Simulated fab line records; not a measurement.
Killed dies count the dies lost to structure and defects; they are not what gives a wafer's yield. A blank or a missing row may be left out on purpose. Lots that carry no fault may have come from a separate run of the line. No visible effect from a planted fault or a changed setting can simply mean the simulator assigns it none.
Which tool is to blame? || flow gf180mcu || 24 lots with 72 wafers sampled at 6 steps, on a route of 602 steps

== WHAT EACH GAUGE READ, for each wafer ==
GF_STI_THK_MEAS_02. Usual: for STI_OXIDATION_THK the level is 10.31 nm and the standard deviation is 0.17.
{"lot": "L074", "measured": "day 1 11:32", "on": "film-metro-02", "STI_OXIDATION_THK (nm)": "10.30 10.39 10.32", "flag": ""}
{"lot": "L075", "measured": "day 1 16:31", "on": "film-metro-02", "STI_OXIDATION_THK (nm)": "10.24 10.25 10.24", "flag": ""}
{"lot": "L076", "measured": "day 1 21:54", "on": "film-metro-01", "STI_OXIDATION_THK (nm)": "10.28 10.33 10.43", "flag": ""}
{"lot": "L077", "measured": "day 2 02:32", "on": "film-metro-03", "STI_OXIDATION_THK (nm)": "10.07 10.10 9.95", "flag": ""}
{"lot": "L078", "measured": "day 2 07:31", "on": "film-metro-01", "STI_OXIDATION_THK (nm)": "10.30 10.32 10.43", "flag": ""}
{"lot": "L079", "measured": "day 2 12:53", "on": "film-metro-01", "STI_OXIDATION_THK (nm)": "10.47 10.51 10.46", "flag": ""}
{"lot": "L080", "measured": "day 2 17:31", "on": "film-metro-02", "STI_OXIDATION_THK (nm)": "10.58 10.48 10.39", "flag": ""}
{"lot": "L081", "measured": "day 2 22:31", "on": "film-metro-01", "STI_OXIDATION_THK (nm)": "10.22 10.47 10.19", "flag": ""}
{"lot": "L082", "measured": "day 3 03:42", "on": "film-metro-01", "STI_OXIDATION_THK (nm)": "10.17 10.24 9.80", "flag": ""}
{"lot": "L083", "measured": "day 3 08:31", "on": "film-metro-03", "STI_OXIDATION_THK (nm)": "10.29 10.30 10.21", "flag": ""}
{"lot": "L084", "measured": "day 3 13:31", "on": "film-metro-01", "STI_OXIDATION_THK (nm)": "10.42 10.20 10.32", "flag": ""}
{"lot": "L085", "measured": "day 3 18:31", "on": "film-metro-01", "STI_OXIDATION_THK (nm)": "10.26 10.36 10.20", "flag": ""}
{"lot": "L086", "measured": "day 3 23:39", "on": "film-metro-02", "STI_OXIDATION_THK (nm)": "10.17 10.13 10.31", "flag": ""}
{"lot": "L087", "measured": "day 4 04:31", "on": "film-metro-03", "STI_OXIDATION_THK (nm)": "10.09 10.21 10.25", "flag": ""}
{"lot": "L088", "measured": "day 4 09:59", "on": "film-metro-02", "STI_OXIDATION_THK (nm)": "10.61 10.48 10.53", "flag": ""}
{"lot": "L089", "measured": "day 4 14:43", "on": "film-metro-01", "STI_OXIDATION_THK (nm)": "10.23 10.20 10.11", "flag": ""}
{"lot": "L090", "measured": "day 4 19:32", "on": "film-metro-01", "STI_OXIDATION_THK (nm)": "10.26 10.18 10.19", "flag": ""}
{"lot": "L091", "measured": "day 5 00:31", "on": "film-metro-01", "STI_OXIDATION_THK (nm)": "10.43 10.48 10.31", "flag": ""}
{"lot": "L092", "measured": "day 5 06:02", "on": "film-metro-03", "STI_OXIDATION_THK (nm)": "10.39 10.36 10.40", "flag": ""}
{"lot": "L093", "measured": "day 5 10:31", "on": "film-metro-02", "STI_OXIDATION_THK (nm)": "10.17 10.33 10.16", "flag": ""}
{"lot": "L094", "measured": "day 5 15:31", "on": "film-metro-03", "STI_OXIDATION_THK (nm)": "10.35 10.33 10.24", "flag": ""}
{"lot": "L095", "measured": "day 5 20:31", "on": "film-metro-03", "STI_OXIDATION_THK (nm)": "10.63 10.50 10.56", "flag": ""}
{"lot": "L096", "measured": "day 6 01:31", "on": "film-metro-03", "STI_OXIDATION_THK (nm)": "10.24 10.25 10.27", "flag": ""}
{"lot": "L097", "measured": "day 6 06:32", "on": "film-metro-02", "STI_OXIDATION_THK (nm)": "10.72 10.61 10.81", "flag": ""}

GF_NWELL_TW_MEAS_11. Usual: for NWELL_TW the level is 1568 and the standard deviation is 14.
{"lot": "L074", "measured": "day 3 08:00", "on": "film-metro-03", "NWELL_TW": "1555 1553 1545", "flag": ""}
{"lot": "L075", "measured": "day 3 12:50", "on": "film-metro-03", "NWELL_TW": "1546 1549 1547", "flag": ""}
{"lot": "L076", "measured": "day 3 19:13", "on": "film-metro-03", "NWELL_TW": "1552 1552 1557", "flag": ""}
{"lot": "L077", "measured": "day 4 00:05", "on": "film-metro-02", "NWELL_TW": "1583 1584 1582", "flag": ""}
{"lot": "L078", "measured": "day 4 04:44", "on": "film-metro-02", "NWELL_TW": "1585 1580 1581", "flag": ""}
{"lot": "L079", "measured": "day 4 11:19", "on": "film-metro-04", "NWELL_TW": "1565 1549 1561", "flag": ""}
{"lot": "L080", "measured": "day 4 15:55", "on": "film-metro-02", "NWELL_TW": "1575 1585 1583", "flag": ""}
{"lot": "L081", "measured": "day 4 21:08", "on": "film-metro-04", "NWELL_TW": "1554 1550 1559", "flag": ""}
{"lot": "L082", "measured": "day 5 03:43", "on": "film-metro-02", "NWELL_TW": "1571 1570 1574", "flag": ""}
{"lot": "L083", "measured": "day 5 10:01", "on": "film-metro-02", "NWELL_TW": "1582 1569 1570", "flag": ""}
{"lot": "L084", "measured": "day 5 15:37", "on": "film-metro-02", "NWELL_TW": "1578 1581 1569", "flag": ""}
{"lot": "L085", "measured": "day 5 21:17", "on": "film-metro-04", "NWELL_TW": "1580 1572 1579", "flag": ""}
{"lot": "L086", "measured": "day 6 00:38", "on": "film-metro-02", "NWELL_TW": "1581 1583 1585", "flag": ""}
{"lot": "L087", "measured": "day 6 06:53", "on": "film-metro-02", "NWELL_TW": "1581 1583 1586", "flag": ""}
{"lot": "L088", "measured": "day 6 13:18", "on": "film-metro-02", "NWELL_TW": "1585 1586 1584", "flag": ""}
{"lot": "L089", "measured": "day 6 19:09", "on": "film-metro-04", "NWELL_TW": "1566 1561 1565", "flag": ""}
{"lot": "L090", "measured": "day 6 23:30", "on": "film-metro-03", "NWELL_TW": "1555 1552 1555", "flag": ""}
{"lot": "L091", "measured": "day 7 04:08", "on": "film-metro-04", "NWELL_TW": "1570 1562 1557", "flag": ""}
{"lot": "L092", "measured": "day 7 12:07", "on": "film-metro-02", "NWELL_TW": "1597 1587 1588", "flag": ""}
{"lot": "L093", "measured": "day 7 16:14", "on": "film-metro-03", "NWELL_TW": "1562 1569 1572", "flag": ""}
{"lot": "L094", "measured": "day 7 21:41", "on": "film-metro-02", "NWELL_TW": "1585 1587 1586", "flag": ""}
{"lot": "L095", "measured": "day 8 03:43", "on": "film-metro-03", "NWELL_TW": "1555 1551 1546", "flag": ""}
{"lot": "L096", "measured": "day 8 10:02", "on": "film-metro-03", "NWELL_TW": "1549 1555 1555", "flag": ""}
{"lot": "L097", "measured": "day 8 12:47", "on": "film-metro-03", "NWELL_TW": "1546 1553 1550", "flag": ""}

GF_POLY_GATE_THK_MEAS_17. Usual: for POLY_GATE_OXIDATION_THK the level is 4.03 nm and the standard deviation is 0.095.
{"lot": "L074", "measured": "day 9 09:09", "on": "film-metro-04", "POLY_GATE_OXIDATION_THK (nm)": "3.94 3.95 3.88", "flag": ""}
{"lot": "L075", "measured": "day 9 13:56", "on": "film-metro-03", "POLY_GATE_OXIDATION_THK (nm)": "4.03 4.10 4.00", "flag": ""}
{"lot": "L076", "measured": "day 10 00:25", "on": "film-metro-01", "POLY_GATE_OXIDATION_THK (nm)": "3.92 3.99 3.86", "flag": ""}
{"lot": "L077", "measured": "day 10 04:46", "on": "film-metro-03", "POLY_GATE_OXIDATION_THK (nm)": "3.98 4.02 3.99", "flag": ""}
{"lot": "L078", "measured": "day 10 13:19", "on": "film-metro-03", "POLY_GATE_OXIDATION_THK (nm)": "4.12 4.08 4.14", "flag": ""}
{"lot": "L079", "measured": "day 10 20:20", "on": "film-metro-01", "POLY_GATE_OXIDATION_THK (nm)": "4.03 4.01 3.92", "flag": ""}
{"lot": "L080", "measured": "day 11 04:10", "on": "film-metro-03", "POLY_GATE_OXIDATION_THK (nm)": "4.14 4.03 4.17", "flag": ""}
{"lot": "L081", "measured": "day 11 10:50", "on": "film-metro-04", "POLY_GATE_OXIDATION_THK (nm)": "4.03 4.10 4.14", "flag": ""}
{"lot": "L082", "measured": "day 11 19:20", "on": "film-metro-01", "POLY_GATE_OXIDATION_THK (nm)": "3.93 3.87 3.96", "flag": ""}
{"lot": "L083", "measured": "day 12 01:39", "on": "film-metro-01", "POLY_GATE_OXIDATION_THK (nm)": "4.00 4.00 3.96", "flag": ""}
{"lot": "L084", "measured": "day 12 11:30", "on": "film-metro-03", "POLY_GATE_OXIDATION_THK (nm)": "4.05 4.11 4.15", "flag": ""}
{"lot": "L085", "measured": "day 12 14:14", "on": "film-metro-03", "POLY_GATE_OXIDATION_THK (nm)": "4.29 4.25 4.27", "flag": ""}
{"lot": "L086", "measured": "day 12 21:52", "on": "film-metro-03", "POLY_GATE_OXIDATION_THK (nm)": "4.00 4.01 3.98", "flag": ""}
{"lot": "L087", "measured": "day 13 04:46", "on": "film-metro-01", "POLY_GATE_OXIDATION_THK (nm)": "3.95 3.94 3.97", "flag": ""}
{"lot": "L088", "measured": "day 13 12:17", "on": "film-metro-03", "POLY_GATE_OXIDATION_THK (nm)": "4.01 3.96 4.01", "flag": ""}
{"lot": "L089", "measured": "day 13 19:13", "on": "film-metro-01", "POLY_GATE_OXIDATION_THK (nm)": "4.13 4.21 4.12", "flag": ""}
{"lot": "L090", "measured": "day 14 00:37", "on": "film-metro-04", "POLY_GATE_OXIDATION_THK (nm)": "4.02 4.08 4.04", "flag": ""}
{"lot": "L091", "measured": "day 14 07:55", "on": "film-metro-04", "POLY_GATE_OXIDATION_THK (nm)": "3.95 3.98 3.99", "flag": ""}
{"lot": "L092", "measured": "day 14 17:00", "on": "film-metro-04", "POLY_GATE_OXIDATION_THK (nm)": "4.08 3.95 4.01", "flag": ""}
{"lot": "L093", "measured": "day 14 22:55", "on": "film-metro-04", "POLY_GATE_OXIDATION_THK (nm)": "4.00 3.97 4.03", "flag": ""}
{"lot": "L094", "measured": "day 15 07:53", "on": "film-metro-01", "POLY_GATE_OXIDATION_THK (nm)": "3.88 3.99 3.95", "flag": ""}
{"lot": "L095", "measured": "day 15 13:27", "on": "film-metro-01", "POLY_GATE_OXIDATION_THK (nm)": "4.07 4.04 4.09", "flag": ""}
{"lot": "L096", "measured": "day 15 22:19", "on": "film-metro-04", "POLY_GATE_OXIDATION_THK (nm)": "4.12 4.03 3.99", "flag": ""}
{"lot": "L097", "measured": "day 16 03:59", "on": "film-metro-03", "POLY_GATE_OXIDATION_THK (nm)": "3.95 3.91 3.90", "flag": ""}

GF_V4_THK_MEAS_01. Usual: for V4_CVD_00_THK the level is 597 nm and the standard deviation is 6.6.
{"lot": "L074", "measured": "day 23 15:38", "on": "film-metro-02", "V4_CVD_00_THK (nm)": "590 598 593", "flag": ""}
{"lot": "L075", "measured": "day 23 19:10", "on": "film-metro-02", "V4_CVD_00_THK (nm)": "592 593 600", "flag": ""}
{"lot": "L076", "measured": "day 24 11:30", "on": "film-metro-04", "V4_CVD_00_THK (nm)": "606 606 602", "flag": ""}
{"lot": "L077", "measured": "day 24 15:04", "on": "film-metro-04", "V4_CVD_00_THK (nm)": "594 605 597", "flag": ""}
{"lot": "L078", "measured": "day 24 22:55", "on": "film-metro-03", "V4_CVD_00_THK (nm)": "592 590 601", "flag": ""}
{"lot": "L079", "measured": "day 25 11:14", "on": "film-metro-02", "V4_CVD_00_THK (nm)": "602 591 603", "flag": ""}
{"lot": "L080", "measured": "day 25 17:56", "on": "film-metro-04", "V4_CVD_00_THK (nm)": "590 588 594", "flag": ""}
{"lot": "L081", "measured": "day 26 04:14", "on": "film-metro-03", "V4_CVD_00_THK (nm)": "607 612 614", "flag": ""}
{"lot": "L082", "measured": "day 26 10:33", "on": "film-metro-04", "V4_CVD_00_THK (nm)": "592 591 587", "flag": ""}
{"lot": "L083", "measured": "day 26 15:43", "on": "film-metro-04", "V4_CVD_00_THK (nm)": "595 592 603", "flag": ""}
{"lot": "L084", "measured": "day 27 02:31", "on": "film-metro-04", "V4_CVD_00_THK (nm)": "606 602 597", "flag": ""}
{"lot": "L085", "measured": "day 27 07:04", "on": "film-metro-02", "V4_CVD_00_THK (nm)": "600 602 594", "flag": ""}
{"lot": "L086", "measured": "day 27 17:04", "on": "film-metro-03", "V4_CVD_00_THK (nm)": "595 592 592", "flag": ""}
{"lot": "L087", "measured": "day 27 22:57", "on": "film-metro-04", "V4_CVD_00_THK (nm)": "598 598 597", "flag": ""}
{"lot": "L088", "measured": "day 28 05:59", "on": "film-metro-03", "V4_CVD_00_THK (nm)": "590 591 589", "flag": ""}
{"lot": "L089", "measured": "day 28 15:20", "on": "film-metro-04", "V4_CVD_00_THK (nm)": "590 599 597", "flag": ""}
{"lot": "L090", "measured": "day 28 18:22", "on": "film-metro-03", "V4_CVD_00_THK (nm)": "589 586 593", "flag": ""}
{"lot": "L091", "measured": "day 29 01:21", "on": "film-metro-03", "V4_CVD_00_THK (nm)": "595 593 590", "flag": ""}
{"lot": "L092", "measured": "day 29 10:05", "on": "film-metro-02", "V4_CVD_00_THK (nm)": "589 605 603", "flag": ""}
{"lot": "L093", "measured": "day 29 15:05", "on": "film-metro-03", "V4_CVD_00_THK (nm)": "595 607 599", "flag": ""}
{"lot": "L094", "measured": "day 29 22:11", "on": "film-metro-03", "V4_CVD_00_THK (nm)": "603 596 606", "flag": ""}
{"lot": "L095", "measured": "day 30 04:29", "on": "film-metro-02", "V4_CVD_00_THK (nm)": "595 595 601", "flag": ""}
{"lot": "L096", "measured": "day 30 12:53", "on": "film-metro-03", "V4_CVD_00_THK (nm)": "617 600 614", "flag": ""}
{"lot": "L097", "measured": "day 30 16:37", "on": "film-metro-04", "V4_CVD_00_THK (nm)": "596 594 594", "flag": ""}

GF_M5_OVL_MEAS_08. Usual: for M5_OVL the level is 1 nm and the standard deviation is 5.6.
{"lot": "L074", "measured": "day 26 11:35", "on": "overlay-02", "M5_OVL (nm)": "-10 2 -2", "flag": ""}
{"lot": "L075", "measured": "day 26 14:22", "on": "overlay-02", "M5_OVL (nm)": "-7 -7 -2", "flag": ""}
{"lot": "L076", "measured": "day 27 05:35", "on": "overlay-02", "M5_OVL (nm)": "7 -4 3", "flag": ""}
{"lot": "L077", "measured": "day 27 09:18", "on": "overlay-01", "M5_OVL (nm)": "0 8 -4", "flag": ""}
{"lot": "L078", "measured": "day 27 17:26", "on": "overlay-01", "M5_OVL (nm)": "-1 8 3", "flag": ""}
{"lot": "L079", "measured": "day 28 04:23", "on": "overlay-01", "M5_OVL (nm)": "4 -2 5", "flag": ""}
{"lot": "L080", "measured": "day 28 10:32", "on": "overlay-02", "M5_OVL (nm)": "9 -3 6", "flag": ""}
{"lot": "L081", "measured": "day 28 18:47", "on": "overlay-01", "M5_OVL (nm)": "-6 5 3", "flag": ""}
{"lot": "L082", "measured": "day 29 01:05", "on": "overlay-02", "M5_OVL (nm)": "-4 -2 -12", "flag": ""}
{"lot": "L083", "measured": "day 29 06:50", "on": "overlay-01", "M5_OVL (nm)": "-2 -8 -3", "flag": ""}
{"lot": "L084", "measured": "day 29 16:55", "on": "overlay-01", "M5_OVL (nm)": "2 6 -3", "flag": ""}
{"lot": "L085", "measured": "day 29 21:13", "on": "overlay-01", "M5_OVL (nm)": "10 4 -3", "flag": ""}
{"lot": "L086", "measured": "day 30 06:22", "on": "overlay-01", "M5_OVL (nm)": "4 7 5", "flag": ""}
{"lot": "L087", "measured": "day 30 11:40", "on": "overlay-02", "M5_OVL (nm)": "-5 -4 1", "flag": ""}
{"lot": "L088", "measured": "day 30 18:10", "on": "overlay-02", "M5_OVL (nm)": "0 -3 -2", "flag": ""}
{"lot": "L089", "measured": "day 31 01:48", "on": "overlay-02", "M5_OVL (nm)": "1 -6 -4", "flag": ""}
{"lot": "L090", "measured": "day 31 06:15", "on": "overlay-02", "M5_OVL (nm)": "7 10 13", "flag": ""}
{"lot": "L091", "measured": "day 31 13:14", "on": "overlay-02", "M5_OVL (nm)": "5 -9 0", "flag": ""}
{"lot": "L092", "measured": "day 31 20:28", "on": "overlay-01", "M5_OVL (nm)": "3 3 4", "flag": ""}
{"lot": "L093", "measured": "day 32 01:22", "on": "overlay-02", "M5_OVL (nm)": "-9 1 8", "flag": ""}
{"lot": "L094", "measured": "day 32 07:43", "on": "overlay-01", "M5_OVL (nm)": "7 4 4", "flag": ""}
{"lot": "L095", "measured": "day 32 12:53", "on": "overlay-02", "M5_OVL (nm)": "3 -9 -4", "flag": ""}
{"lot": "L096", "measured": "day 32 20:17", "on": "overlay-01", "M5_OVL (nm)": "2 12 4", "flag": ""}
{"lot": "L097", "measured": "day 32 22:39", "on": "overlay-02", "M5_OVL (nm)": "5 7 -2", "flag": ""}

== WHICH TOOL RAN EACH LOT (tool, then ch and the chambers of the sampled wafers, then the start) ==
{"lot": "L074", "GF_M4_STRIP_17": "plasma-asher-01 ch 0,1, day 23 14:41"}
{"lot": "L075", "GF_M4_STRIP_17": "plasma-asher-01 ch 0,1, day 23 18:33"}
{"lot": "L076", "GF_M4_STRIP_17": "plasma-asher-03 ch 0,1, day 24 10:54"}
{"lot": "L077", "GF_M4_STRIP_17": "plasma-asher-03 ch 0,1, day 24 14:04"}
{"lot": "L078", "GF_M4_STRIP_17": "plasma-asher-01 ch 0,1, day 24 22:16"}
{"lot": "L079", "GF_M4_STRIP_17": "plasma-asher-04 ch 0,1, day 25 10:37"}
{"lot": "L080", "GF_M4_STRIP_17": "plasma-asher-03 ch 0,1, day 25 17:20"}
{"lot": "L081", "GF_M4_STRIP_17": "plasma-asher-04 ch 0,1, day 26 03:38"}
{"lot": "L082", "GF_M4_STRIP_17": "plasma-asher-01 ch 0,1, day 26 09:58"}
{"lot": "L083", "GF_M4_STRIP_17": "plasma-asher-04 ch 0,1, day 26 15:06"}
{"lot": "L084", "GF_M4_STRIP_17": "plasma-asher-01 ch 0,1, day 27 01:54"}
{"lot": "L085", "GF_M4_STRIP_17": "plasma-asher-04 ch 0, day 27 06:27"}
{"lot": "L086", "GF_M4_STRIP_17": "plasma-asher-01 ch 0,1, day 27 16:28"}
{"lot": "L087", "GF_M4_STRIP_17": "plasma-asher-01 ch 0,1, day 27 22:20"}
{"lot": "L088", "GF_M4_STRIP_17": "plasma-asher-03 ch 1, day 28 04:58"}
{"lot": "L089", "GF_M4_STRIP_17": "plasma-asher-01 ch 0,1, day 28 14:45"}
{"lot": "L090", "GF_M4_STRIP_17": "plasma-asher-01 ch 0,1, day 28 17:44"}
{"lot": "L091", "GF_M4_STRIP_17": "plasma-asher-04 ch 0,1, day 29 00:34"}
{"lot": "L092", "GF_M4_STRIP_17": "plasma-asher-03 ch 0,1, day 29 09:28"}
{"lot": "L093", "GF_M4_STRIP_17": "plasma-asher-04 ch 0,1, day 29 14:29"}
{"lot": "L094", "GF_M4_STRIP_17": "plasma-asher-03 ch 0,1, day 29 21:35"}
{"lot": "L095", "GF_M4_STRIP_17": "plasma-asher-01 ch 0,1, day 30 03:53"}
{"lot": "L096", "GF_M4_STRIP_17": "plasma-asher-03 ch 0,1, day 30 12:17"}
{"lot": "L097", "GF_M4_STRIP_17": "plasma-asher-01 ch 0,1, day 30 16:01"}
- GF_M4_STRIP_17: strips in O2/N2.

== AS READ BY THE TOOLS THEMSELVES (means over the sampled wafers that have a number; for cases with no such wafer, the mark the record gives instead) ==
GF_M4_STRIP_17. Usual: drypump-motor-current-A 5.6 A, standard deviation 0.35; heater-power-w 322 W, standard deviation 30; oes-product-au 0.558 a.u., standard deviation 0.0047; strip-time-to-endpoint-s 7.88 s, standard deviation 0.037.
{"lot": "L074", "tool": "plasma-asher-01", "drypump-motor-current-A (A)": 5.4, "heater-power-w (W)": 314, "oes-product-au (a.u.)": 0.560, "strip-time-to-endpoint-s (s)": 7.92, "flag": ""}
{"lot": "L075", "tool": "plasma-asher-01", "drypump-motor-current-A (A)": 5.5, "heater-power-w (W)": 307, "oes-product-au (a.u.)": 0.554, "strip-time-to-endpoint-s (s)": 7.80, "flag": ""}
{"lot": "L076", "tool": "plasma-asher-03", "drypump-motor-current-A (A)": 5.9, "heater-power-w (W)": 357, "oes-product-au (a.u.)": 0.557, "strip-time-to-endpoint-s (s)": 7.88, "flag": ""}
{"lot": "L077", "tool": "plasma-asher-03", "drypump-motor-current-A (A)": 6.0, "heater-power-w (W)": 357, "oes-product-au (a.u.)": 0.558, "strip-time-to-endpoint-s (s)": 7.89, "flag": ""}
{"lot": "L078", "tool": "plasma-asher-01", "drypump-motor-current-A (A)": 5.4, "heater-power-w (W)": 318, "oes-product-au (a.u.)": 0.554, "strip-time-to-endpoint-s (s)": 7.86, "flag": ""}
{"lot": "L079", "tool": "plasma-asher-04", "drypump-motor-current-A (A)": 5.3, "heater-power-w (W)": 308, "oes-product-au (a.u.)": 0.563, "strip-time-to-endpoint-s (s)": 7.88, "flag": ""}
{"lot": "L080", "tool": "plasma-asher-03", "drypump-motor-current-A (A)": 6.0, "heater-power-w (W)": 357, "oes-product-au (a.u.)": 0.558, "strip-time-to-endpoint-s (s)": 7.86, "flag": ""}
{"lot": "L081", "tool": "plasma-asher-04", "drypump-motor-current-A (A)": 5.4, "heater-power-w (W)": 305, "oes-product-au (a.u.)": 0.562, "strip-time-to-endpoint-s (s)": 7.92, "flag": ""}
{"lot": "L082", "tool": "plasma-asher-01", "drypump-motor-current-A (A)": 5.5, "heater-power-w (W)": 307, "oes-product-au (a.u.)": 0.556, "strip-time-to-endpoint-s (s)": 7.91, "flag": ""}
{"lot": "L083", "tool": "plasma-asher-04", "drypump-motor-current-A (A)": 5.3, "heater-power-w (W)": 302, "oes-product-au (a.u.)": 0.553, "strip-time-to-endpoint-s (s)": 7.84, "flag": ""}
{"lot": "L084", "tool": "plasma-asher-01", "drypump-motor-current-A (A)": 5.3, "heater-power-w (W)": 321, "oes-product-au (a.u.)": 0.557, "strip-time-to-endpoint-s (s)": 7.87, "flag": ""}
{"lot": "L085", "tool": "plasma-asher-04", "drypump-motor-current-A (A)": 5.8, "heater-power-w (W)": 280, "oes-product-au (a.u.)": 0.559, "strip-time-to-endpoint-s (s)": 7.93, "flag": ""}
{"lot": "L086", "tool": "plasma-asher-01", "drypump-motor-current-A (A)": 5.4, "heater-power-w (W)": 315, "oes-product-au (a.u.)": 0.560, "strip-time-to-endpoint-s (s)": 7.86, "flag": ""}
{"lot": "L087", "tool": "plasma-asher-01", "drypump-motor-current-A (A)": 5.5, "heater-power-w (W)": 303, "oes-product-au (a.u.)": 0.558, "strip-time-to-endpoint-s (s)": 7.87, "flag": ""}
{"lot": "L088", "tool": "plasma-asher-03", "drypump-motor-current-A (A)": 6.2, "heater-power-w (W)": 368, "oes-product-au (a.u.)": 0.561, "strip-time-to-endpoint-s (s)": 7.90, "flag": ""}
{"lot": "L089", "tool": "plasma-asher-01", "drypump-motor-current-A (A)": 5.3, "heater-power-w (W)": 316, "oes-product-au (a.u.)": 0.558, "strip-time-to-endpoint-s (s)": 7.88, "flag": ""}
{"lot": "L090", "tool": "plasma-asher-01", "drypump-motor-current-A (A)": 5.5, "heater-power-w (W)": 306, "oes-product-au (a.u.)": 0.556, "strip-time-to-endpoint-s (s)": 7.92, "flag": ""}
{"lot": "L091", "tool": "plasma-asher-04", "drypump-motor-current-A (A)": 5.6, "heater-power-w (W)": 288, "oes-product-au (a.u.)": 0.559, "strip-time-to-endpoint-s (s)": 7.86, "flag": ""}
{"lot": "L092", "tool": "plasma-asher-03", "drypump-motor-current-A (A)": 5.9, "heater-power-w (W)": 356, "oes-product-au (a.u.)": 0.558, "strip-time-to-endpoint-s (s)": 7.91, "flag": ""}
{"lot": "L093", "tool": "plasma-asher-04", "drypump-motor-current-A (A)": 5.6, "heater-power-w (W)": 293, "oes-product-au (a.u.)": 0.562, "strip-time-to-endpoint-s (s)": 7.89, "flag": ""}
{"lot": "L094", "tool": "plasma-asher-03", "drypump-motor-current-A (A)": 5.9, "heater-power-w (W)": 354, "oes-product-au (a.u.)": 0.559, "strip-time-to-endpoint-s (s)": 7.85, "flag": ""}
{"lot": "L095", "tool": "plasma-asher-01", "drypump-motor-current-A (A)": 5.4, "heater-power-w (W)": 313, "oes-product-au (a.u.)": 0.561, "strip-time-to-endpoint-s (s)": 7.91, "flag": ""}
{"lot": "L096", "tool": "plasma-asher-03", "drypump-motor-current-A (A)": 5.9, "heater-power-w (W)": 350, "oes-product-au (a.u.)": 0.555, "strip-time-to-endpoint-s (s)": 7.87, "flag": ""}
{"lot": "L097", "tool": "plasma-asher-01", "drypump-motor-current-A (A)": 5.3, "heater-power-w (W)": 314, "oes-product-au (a.u.)": 0.554, "strip-time-to-endpoint-s (s)": 7.81, "flag": ""}

== THE ANSWER, worked out from the rows above alone ==
Rule: a lot counts as off when the mean over its wafers that have a number is more than 3 standard deviations away from the usual mean. Also off: a lot with no number at a reading for which 4 or more lots have one. Any other lot the step has rows for is counted as sound. After the gauges, taken in route order, come the tools' own readings; for these a lot's mean is taken, as printed above. At the first step where some lot is off, the reading lying furthest off is the one used; lots without a number count as furthest.
Nothing can be told from this: no lot is off at any reading shown.

== WHAT THE SIMULATOR PUT IN ==
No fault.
